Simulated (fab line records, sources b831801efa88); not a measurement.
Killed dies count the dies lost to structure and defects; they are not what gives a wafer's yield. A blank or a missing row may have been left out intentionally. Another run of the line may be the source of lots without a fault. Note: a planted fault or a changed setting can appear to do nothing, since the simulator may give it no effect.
What tool caused it? + flow sky130 + 24 lots, 72 wafers sampled, at 4 steps of a route of 708

## WHAT THE GAUGES SHOWED, per wafer
SKY_NWELL_OVL_MEAS_10.
| lot  | measured     | on         | NWELL_00_OVL (nm) |
|------|--------------|------------|-------------------|
| L074 | day 4 12:57  | overlay-02 | 0.2 1.2 0.4       |
| L075 | day 4 17:17  | overlay-01 | -1.4 -0.8 0.3     |
| L076 | day 4 22:53  | overlay-01 | -0.1 1.4 1.1      |
| L077 | day 5 07:56  | overlay-01 | 0.9 1.9 -1.3      |
| L078 | day 5 14:05  | overlay-01 | -1.4 -1.2 -0.6    |
| L079 | day 5 15:27  | overlay-01 | -1.2 -0.3 -1.7    |
| L080 | day 5 20:40  | overlay-01 | -0.2 -2.8 0.1     |
| L081 | day 6 07:34  | overlay-01 | -0.2 -1.2 1.5     |
| L082 | day 6 12:02  | overlay-01 | -0.2 -0.6 -2.2    |
| L083 | day 6 18:08  | overlay-02 | -1.6 -2.3 -2.9    |
| L084 | day 7 00:23  | overlay-02 | -0.5 0.2 -0.9     |
| L085 | day 7 11:09  | overlay-02 | -0.1 1.1 1.3      |
| L086 | day 7 13:25  | overlay-02 | -1.3 -0.3 -0.2    |
| L087 | day 7 16:13  | overlay-01 | -1.0 -0.7 -0.8    |
| L088 | day 7 17:59  | overlay-01 | -1.3 -1.3 -0.5    |
| L089 | day 8 09:28  | overlay-02 | 1.3 -1.9 0.4      |
| L091 | day 9 02:32  | overlay-01 | -1.2 -1.9 -1.1    |
| L090 | day 9 05:34  | overlay-02 | -0.4 -0.2 1.4     |
| L092 | day 9 05:55  | overlay-02 | -0.6 -1.8 -2.3    |
| L093 | day 9 07:10  | overlay-01 | 1.2 0.3 -0.4      |
| L094 | day 9 12:13  | overlay-02 | -1.1 -0.2 0.6     |
| L095 | day 9 19:34  | overlay-01 | 0.7 -1.8 1.6      |
| L096 | day 9 20:26  | overlay-02 | -1.0 -1.2 -2.7    |
| L097 | day 10 10:29 | overlay-02 | -1.9 -1.7 -2.2    |

SKY_VIA2_BOW_MEAS_03.
| lot  | measured     | on            | VIA2_BOW (um) |
|------|--------------|---------------|---------------|
| L074 | day 35 05:22 | film_metro-04 | 86 87 78      |
| L075 | day 35 10:22 | film_metro-04 | 81 81 89      |
| L076 | day 35 21:08 | film_metro-04 | 105 90 93     |
| L077 | day 36 06:44 | film_metro-04 | 83 79 91      |
| L078 | day 36 20:28 | film_metro-02 | 87 78 89      |
| L079 | day 36 22:55 | film_metro-04 | 95 90 92      |
| L080 | day 36 22:10 | film_metro-03 | 84 83 77      |
| L081 | day 37 22:58 | film_metro-04 | 79 91 90      |
| L082 | day 38 09:29 | film_metro-02 | 90 92 94      |
| L083 | day 38 11:11 | film_metro-04 | 90 88 97      |
| L084 | day 38 18:56 | film_metro-04 | 98 88 85      |
| L085 | day 39 02:13 | film_metro-02 | 84 75 91      |
| L086 | day 39 02:34 | film_metro-03 | 88 86 95      |
| L087 | day 39 09:17 | film_metro-02 | 79 75 86      |
| L088 | day 39 20:52 | film_metro-02 | 86 103 80     |
| L089 | day 40 09:58 | film_metro-04 | 73 84 90      |
| L091 | day 41 00:58 | film_metro-04 | 78 93 84      |
| L090 | day 41 02:46 | film_metro-03 | 83 86 80      |
| L092 | day 41 03:48 | film_metro-03 | 91 96 95      |
| L093 | day 41 06:10 | film_metro-03 | 96 84 97      |
| L094 | day 41 09:47 | film_metro-03 | 77 71 81      |
| L095 | day 42 00:34 | film_metro-04 | 91 88 88      |
| L096 | day 42 00:52 | film_metro-04 | 97 99 79      |
| L097 | day 42 07:49 | film_metro-03 | 85 98 77      |

SKY_CAPM_THK_MEAS_04: measures by xrf.
| lot  | measured     | on            | CAPM_TIN_THK (nm) |
|------|--------------|---------------|-------------------|
| L074 | day 36 09:42 | film_metro-03 | 196.1 195.8 196.7 |
| L075 | day 36 15:01 | film_metro-04 | 203.6 204.6 205.0 |
| L076 | day 37 00:59 | film_metro-01 | 195.0 197.3 197.6 |
| L077 | day 37 10:51 | film_metro-04 | 200.3 198.0 198.7 |
| L078 | day 37 23:54 | film_metro-01 | 201.0 199.1 199.5 |
| L079 | day 38 02:07 | film_metro-04 | 201.8 202.6 203.7 |
| L080 | day 38 01:23 | film_metro-03 | 200.8 200.0 201.0 |
| L081 | day 39 01:56 | film_metro-03 | 199.9 203.0 199.4 |
| L082 | day 39 12:05 | film_metro-03 | 203.3 200.3 196.6 |
| L083 | day 39 14:29 | film_metro-01 | 199.1 199.2 198.2 |
| L084 | day 39 22:08 | film_metro-04 | 202.0 202.6 202.5 |
| L085 | day 40 05:22 | film_metro-04 | 197.8 197.1 199.3 |
| L086 | day 40 06:16 | film_metro-03 | 200.9 199.7 201.3 |
| L087 | day 40 12:05 | film_metro-01 | 200.0 203.0 203.3 |
| L088 | day 40 23:45 | film_metro-04 | 200.5 199.0 198.3 |
| L089 | day 41 12:50 | film_metro-01 | 201.5 198.8 203.8 |
| L091 | day 42 04:03 | film_metro-03 | 197.9 196.7 200.4 |
| L090 | day 42 05:32 | film_metro-03 | 197.3 199.6 194.5 |
| L092 | day 42 06:09 | film_metro-03 | 196.9 197.1 196.9 |
| L093 | day 42 09:05 | film_metro-03 | 197.5 195.7 198.2 |
| L094 | day 42 12:00 | film_metro-03 | 200.8 201.3 202.4 |
| L095 | day 43 02:34 | film_metro-03 | 203.9 201.7 203.4 |
| L096 | day 43 02:27 | film_metro-04 | 196.9 197.5 198.4 |
| L097 | day 43 09:22 | film_metro-01 | 201.0 204.9 200.5 |

## WHICH TOOL RAN EACH LOT (tool, then ch and the chambers of the sampled wafers, then the start)
| lot  | SKY_VIA2_ETCH_15                   |
|------|------------------------------------|
| L074 | rie_diel-02 ch 0,3, day 36 07:50   |
| L075 | rie_diel-02 ch 0,2,3, day 36 13:11 |
| L076 | rie_diel-04 ch 0,3, day 36 23:08   |
| L077 | rie_diel-04 ch 0,1,2, day 37 09:02 |
| L078 | rie_diel-02 ch 1,2, day 37 22:06   |
| L079 | rie_diel-02 ch 0,2,3, day 38 00:17 |
| L080 | rie_diel-04 ch 1,2, day 37 23:35   |
| L081 | rie_diel-03 ch 0,1, day 39 00:08   |
| L082 | rie_diel-02 ch 1,3, day 39 10:11   |
| L083 | rie_diel-04 ch 0,1,3, day 39 12:41 |
| L084 | rie_diel-04 ch 0,1,3, day 39 20:15 |
| L085 | rie_diel-02 ch 0,1,2, day 40 03:32 |
| L086 | rie_diel-04 ch 2,3, day 40 04:06   |
| L087 | rie_diel-02 ch 1,2, day 40 09:53   |
| L088 | rie_diel-02 ch 0,2, day 40 21:32   |
| L089 | rie_diel-04 ch 0,2,3, day 41 10:41 |
| L091 | rie_diel-03 ch 0,1,2, day 42 01:44 |
| L090 | rie_diel-02 ch 0,1,2, day 42 03:14 |
| L092 | rie_diel-04 ch 1,2, day 42 04:14   |
| L093 | rie_diel-04 ch 1,3, day 42 07:14   |
| L094 | rie_diel-03 ch 0,1,2, day 42 10:02 |
| L095 | rie_diel-03 ch 0,1,3, day 43 00:14 |
| L096 | rie_diel-02 ch 2,3, day 43 00:35   |
| L097 | rie_diel-02 ch 0,1,3, day 43 07:33 |
- SKY_VIA2_ETCH_15: etches SiO2 in C4F8/O2/Ar, stops on TiN, target depth 546 nm, time 84 s.

## WHAT THE TOOLS THEMSELVES READ (means of the sampled wafers that have a number; where no wafer has one, the mark that the record gives instead)
SKY_VIA2_ETCH_15.
| lot  | tool        | oes_product_au (a.u.) | rf_fwd_power_W (W) |
|------|-------------|-----------------------|--------------------|
| L074 | rie_diel-02 | 0.941                 | 1490               |
| L075 | rie_diel-02 | 0.940                 | 1495               |
| L076 | rie_diel-04 | 0.940                 | 1490               |
| L077 | rie_diel-04 | 0.940                 | 1485               |
| L078 | rie_diel-02 | 0.938                 | 1490               |
| L079 | rie_diel-02 | 0.942                 | 1485               |
| L080 | rie_diel-04 | 0.942                 | 1486               |
| L081 | rie_diel-03 | 0.938                 | 1487               |
| L082 | rie_diel-02 | 0.938                 | 1487               |
| L083 | rie_diel-04 | 0.940                 | 1494               |
| L084 | rie_diel-04 | 0.941                 | 1482               |
| L085 | rie_diel-02 | 0.940                 | 1487               |
| L086 | rie_diel-04 | 0.940                 | 1489               |
| L087 | rie_diel-02 | 0.940                 | 1487               |
| L088 | rie_diel-02 | 0.943                 | 1487               |
| L089 | rie_diel-04 | 0.940                 | 1494               |
| L091 | rie_diel-03 | 0.942                 | 1488               |
| L090 | rie_diel-02 | 0.940                 | 1488               |
| L092 | rie_diel-04 | 0.942                 | 1489               |
| L093 | rie_diel-04 | 0.943                 | 1487               |
| L094 | rie_diel-03 | 0.940                 | 1491               |
| L095 | rie_diel-03 | 0.936                 | 1491               |
| L096 | rie_diel-02 | 0.942                 | 1488               |
| L097 | rie_diel-02 | 0.945                 | 1487               |

## THE ANSWER, worked out from the rows above alone
Rule: the usual values come from the lots themselves. Put in order of their means at a reading, lots are off if they are a third of the lots or fewer, leave a main group of 4 or more, and stand apart from it by a gap of 3 or more times the standard deviation of the main group's means; of several such gaps the widest counts. The tables above print the reading to a certain number of digits; a main group whose means all agree to those digits is not used. Also off: a lot with no number at a reading for which 4 or more lots have one. All remaining lots with rows at the step are treated as sound. Order of review: gauges by route order, followed by the tools' own readings, for which a lot's mean as printed above is used. At the first step where some lot is off, the reading lying furthest off is the one used; lots without a number count as furthest.
No lot is off at any reading shown: from this, nothing can be told.

## WHAT THE SIMULATOR HAD PUT IN
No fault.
